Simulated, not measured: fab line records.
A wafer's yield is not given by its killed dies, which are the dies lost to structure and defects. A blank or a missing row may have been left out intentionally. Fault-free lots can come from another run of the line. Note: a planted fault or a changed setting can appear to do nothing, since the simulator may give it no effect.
Chamber matching | flow sky130 | SKY_CONTACT_CMP_27 on cmp-01 has 4 sister chambers
The step polishes, stops on SiO2, t overpolish 15 s, target thk 0 nm. 4 wafers are shown with their chamber, then 9 later ones without.

== WAFERS WITH THEIR CHAMBER ==
wafer  | chamber | motor_current_A (A)
L268.4 | 2       | 12.3
L269.1 | 1       | 11.2
L269.4 | 0       | 10.7
L269.6 | 3       | 13.3

== WAFERS WITHOUT THEIR CHAMBER ==
wafer  | motor_current_A (A)
L272.1 | 11.5
L272.2 | 14.1
L272.3 | 11.3
L274.2 | 11.7
L274.4 | 10.6
L274.6 | 13.7
L284.2 | 12.1
L284.4 | 10.9
L284.6 | 10.2

== CHAMBER TAKEN BY EACH ==
wafer  | from the rows above          | in truth
L272.1 | can't be placed: 1 or 0 or 2 | 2
L272.2 | 3                            | 3
L272.3 | can't be placed: 1 or 0      | 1
L274.2 | can't be placed: 1 or 2 or 0 | 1
L274.4 | can't be placed: 0 or 1      | 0
L274.6 | 3                            | 3
L284.2 | can't be placed: 2 or 1      | 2
L284.4 | can't be placed: 0 or 1      | 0
L284.6 | can't be placed: 0 or 1      | 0
2 of 9 placed correctly. Cannot be placed on the basis of these rows: 7; the candidates contain the true chamber in 7. Number placed wrongly: 0.
How it was worked out, from the rows above alone: a wafer's distance from a chamber is the root of the sum, over the readings, of the square of ((its reading less the chamber's mean) divided by the reading's scatter). The wafer belongs to the nearest chamber; if the next one is less than 2 further off, it can't be placed. A chamber's mean is the mean of its shown wafers. The scatter (one wafer shown for each chamber): square how far every hidden wafer sits from the nearest shown wafer, average those squares and take the square root.
